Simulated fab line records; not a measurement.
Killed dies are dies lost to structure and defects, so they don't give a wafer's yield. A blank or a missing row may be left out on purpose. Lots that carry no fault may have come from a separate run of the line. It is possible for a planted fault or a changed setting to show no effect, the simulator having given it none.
A struck lot beside a sound one / flow gf180mcu / 43 out of 602 route steps
Sound: these wafers, L650.2, L650.3, L650.4. Wafers L662.3, L662.4, L662.6 were the ones struck. Last of all comes the cause.
Order at every step that has rows: each side's tool, ch and its chambers, its first start. Under that, the readings that differ: sound wafers / struck wafers / difference of the means / sigmas: that difference in standard deviations of wafers without a fault.
alike: a reading whose means differ by less than 2 such deviations, as well as words and numbers matching on both sides. not compared: withheld readings; readings where some wafer has no value; bounds like >300 that might hide an equal value; numbers whose values overlap and for which the record gives no deviation.
A row with sigmas, a row that says differs or no value, or rows on one side alone: a step with any of these is where the two part. When numbers do not overlap yet have no deviation, they are printed without sigmas and do not part them. Lack of a reading on every wafer of one side parts them only where that side has two or more wafers.

first, 6 steps without rows for these wafers: GF_CONTACT_COAT_08; GF_CONTACT_COAT_09 (resist thk 1000 nm); GF_CONTACT_SOFTBAKE_10 (time 60 s); GF_CONTACT_EXPOSE_11 (exposes mask Contact, target cd 220 nm); GF_CONTACT_PEB_12 (peb time 90 s); GF_CONTACT_DEVELOP_13 (develop time 60 s).
GF_CONTACT_CD_MEAS_14: the cd target is 220 nm.
  sound: cdSem-02 at day 17 04:40; struck: cdSem-02 at day 21 16:29
reading=cdNm (nm); sound=219.7 221.2 220.7; struck=215.8 218.4 216.8; difference=-3.5; sigmas=-2
GF_CONTACT_OVL_MEAS_15:
  sound: overlay-02 at day 17 04:46; struck: overlay-02 at day 21 16:34
  alike: CONTACT_OVL
then, 4 steps without rows for these wafers: GF_CONTACT_ETCH_16 (etches BARC in N2/H2); GF_CONTACT_ETCH_17 (etches SiO2 in C4F8/O2/Ar, stops on CoSi2, target depth 860 nm); GF_CONTACT_STRIP_18 (strips in O2/N2); GF_CONTACT_CLEAN_19 (cleans in SPM).
GF_CONTACT_CLEAN_20: cleans in DIW.
  sound on wetBench-03 ch 1, day 17 05:09; struck on wetBench-03 ch 1, day 21 16:58
then, 2 steps without rows for these wafers: GF_CONTACT_CLEAN_21 (cleans in dHF, time 20 s); GF_CONTACT_SPUTTER_22 (material Ti, target thk 15 nm, time 80.02 s).
GF_CONTACT_SPUTTER_23: material TiN, target thk 10 nm, time 40 s.
  sound: pvdSputter-03 at day 17 05:19; struck: pvdSputter-04 at day 21 17:08
  alike: cathodeDcPowerW, throttleValvePct
then, 1 step without rows for these wafers: GF_CONTACT_CVD_24 (deposits W, target thk 300 nm, time 90.339 s).
GF_CONTACT_RS_MEAS_25: a four-point-probe measurement.
  sound: filmMetro-04 at day 17 05:29; struck: filmMetro-02 at day 21 17:18
  alike: CONTACT_W_RS
GF_CONTACT_THK_MEAS_26: measures by xrf.
  sound: filmMetro-04 at day 17 05:35; struck: filmMetro-02 at day 21 17:24
reading=CONTACT_W_THK (nm); sound=291 291 297; struck=308 298 302; difference=+10; sigmas=+2
GF_CONTACT_CMP_27: polishes, stops on SiO2, t overpolish 15 s, target thk 0 nm.
  sound on cmp-02 ch 0,1,2, day 17 05:38; struck on cmp-01 ch 1,2,3, day 21 17:29
  alike: motorCurrentA, overpolishRunS, timeToEndpointS
GF_M1_SPUTTER_00: material Ti, target thk 37.5 nm, time 150 s.
  sound: pvdSputter-04 at day 17 05:56; struck: pvdSputter-03 at day 21 17:44
  alike: cathodeDcPowerW, substrateTempC, throttleValvePct
then, 3 steps without rows for these wafers: GF_M1_SPUTTER_01 (material TiN, target thk 30 nm, time 25 s); GF_M1_SPUTTER_02 (material AlCu, target thk 450 nm, time 23.9 s); GF_M1_SPUTTER_03 (material Ti, target thk 10 nm, time 6.7 s).
GF_M1_SPUTTER_04: material TiN, target thk 50 nm, time 41.7 s.
  sound: pvdSputter-04 at day 17 06:07; struck: pvdSputter-03 at day 21 17:56
  alike: cathodeDcPowerW, throttleValvePct
GF_M1_RS_MEAS_05: a four-point-probe measurement.
  sound: filmMetro-01 at day 17 06:11; struck: filmMetro-02 at day 21 18:01
  alike: M1_ALCU_RS
GF_M1_THK_MEAS_06: measures by xrf.
  sound: filmMetro-01 at day 17 06:17; struck: filmMetro-02 at day 21 18:07
  alike: M1_ALCU_THK
then, 7 steps without rows for these wafers: GF_M1_DEHYDRATE_07 (time 60 s); GF_M1_HMDS_08 (prime time 60 s); GF_M1_COAT_09 (resist thk 1000 nm); GF_M1_SOFTBAKE_10 (time 60 s); GF_M1_EXPOSE_11 (exposes mask Metal1, target cd 230 nm); GF_M1_PEB_12 (peb time 90 s); GF_M1_DEVELOP_13 (develop time 60 s).
GF_M1_CD_MEAS_14: the cd target is 230 nm.
  sound: cdSem-02 at day 18 04:49; struck: cdSem-01 at day 22 17:26
  alike: cdNm
GF_M1_OVL_MEAS_15:
  sound: overlay-01 at day 18 04:55; struck: overlay-01 at day 22 17:31
  alike: M1_OVL
then, 1 step without rows for these wafers: GF_M1_METAL_ETCH_16 (etches the open film in Cl2/BCl3, stops on SiO2, target depth 750.8 nm, time 125.1 s).
GF_M1_STRIP_17: strips in O2/N2.
  sound on plasmaAsher-03 ch 0,1, day 18 05:05; struck on plasmaAsher-03 ch 0,1, day 22 17:43
reading=oesProductAu (a.u.); sound=0.546 0.548 0.555; struck=0.537 0.535 0.537; difference=-0.013; sigmas=-3
  alike: drypumpMotorCurrentA, heaterPowerW, stripTimeToEndpointS
  not compared: rfHoursCounterH
then, 3 steps without rows for these wafers: GF_M1_STRIP_18 (strips in post etch residue remover, time 1200 s); GF_M1_CLEAN_19 (cleans in DIW); GF_V1_CVD_00 (deposits SiO2, target thk 600 nm, time 100 s).
GF_V1_THK_MEAS_01:
  sound: filmMetro-03 at day 18 05:43; struck: filmMetro-01 at day 22 18:18
  alike: V1_CVD_00_THK
-- the record jumps here: 11 days lie between the struck wafers' starts before and after (it left off in module V1 and takes up again in module PASSIVATION, whose first step shown is number 602 of the route) --
GF_PASSIVATION_PROBE_99:
  rows exist in the record for the struck wafers here (prober-01, day 33 07:29), but not for the sound ones

== WHERE THEY PART ==
Last at GF_PASSIVATION_PROBE_99 as far as this record goes, first at GF_CONTACT_CD_MEAS_14.

WHY: what had been put in by the simulator
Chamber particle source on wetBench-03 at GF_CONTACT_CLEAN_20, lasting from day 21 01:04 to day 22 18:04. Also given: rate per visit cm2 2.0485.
